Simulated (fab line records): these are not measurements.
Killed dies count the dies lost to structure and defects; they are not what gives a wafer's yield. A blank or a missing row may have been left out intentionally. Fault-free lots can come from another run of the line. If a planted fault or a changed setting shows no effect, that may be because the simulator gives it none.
2 desks looking at one fault | flow sky130 | numbers are kept per desk, each desk with only its own; the story behind them comes last

## DESK OF THE TOOL OWNER: cvd-w-01
The tool's own readings at SKY_VIA3_CVD_21 (deposits W, target thk 390 nm, time 117.31 s): means of the sampled wafers that have a number, for each lot that ran on this tool. Any lot whose mean is over 4 standard deviations away from the usual mean is out of limits and marked OUT; that distance is given in the brackets.
Columns: A = heater-power-w at SKY_VIA3_CVD_21, usual 878 W
lot  | first seen here | A
L398 | day 39 17:54    | 778
L402 | day 41 04:11    | 786
L404 | day 41 12:13    | 796
L407 | day 42 07:44    | 797
L409 | day 43 08:18    | 799
L410 | day 43 11:06    | 801
L413 | day 44 05:31    | 801
L416 | day 44 21:10    | 807
This desk's verdict: no lot among the 8 shows anything out of limits.

## METROLOGY DESK
What the gauges read for every lot (on any tool): the sampled wafers with a number, averaged. Any lot whose mean is over 4 standard deviations away from the usual mean is out of limits and marked OUT; that distance is given in the brackets.
Columns: A = METAL3_OVL at SKY_METAL3_OVL_MEAS_14, usual -1 nm; B = VIA3_W_RS at SKY_VIA3_RS_MEAS_22, usual 0.2923 ohm/sq; C = VIA3_W_THK at SKY_VIA3_THK_MEAS_23, usual 388 nm
lot  | first seen here | A  | B                 | C
L398 | day 38 14:50    | -9 | 0.2921            | 381
L400 | day 39 01:00    | -4 | 0.2884            | 394
L402 | day 39 23:34    | 6  | 0.2934            | 384
L404 | day 40 09:41    | -6 | 0.2926            | 389
L407 | day 41 05:41    | 0  | 0.2903            | 385
L409 | day 42 06:22    | -1 | 0.2975            | 387
L410 | day 42 08:53    | -1 | 0.2934            | 385
L411 | day 42 14:42    | -5 | 0.2905            | 389
L413 | day 43 04:37    | 3  | 0.2760 (-6.0) OUT | 413 (+5.5) OUT
L416 | day 43 20:32    | 8  | 0.2749 (-6.4) OUT | 416 (+6.0) OUT
L421 | day 45 04:25    | -5 | 0.2920            | 384
This desk's result: L413, L416 out of limits, first on L413 (VIA3_W_RS at SKY_VIA3_RS_MEAS_22), day 44 05:38. L398, L400, L402, L404, L407, L409, L410, L411, L421 stayed within limits.

## ALL TOGETHER
The metrology desk could have raised an alarm at day 44 05:38, on L413, L416.
Nothing out of limits was seen by the tool owner's desk.
The tool owner's desk has L413, L416 on record, within its limits.
SKY_VIA3_CVD_21 was run on cvd-w-01 by each of the lots named.

## WHAT HAD BEEN PUT IN BY THE SIMULATOR
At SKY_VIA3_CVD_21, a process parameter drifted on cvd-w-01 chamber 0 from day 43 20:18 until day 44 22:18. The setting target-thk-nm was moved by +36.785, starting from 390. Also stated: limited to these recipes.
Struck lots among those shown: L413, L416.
Per desk, hours elapsed from the start of the fault to the first reading out of limits: for the metrology desk, 9.
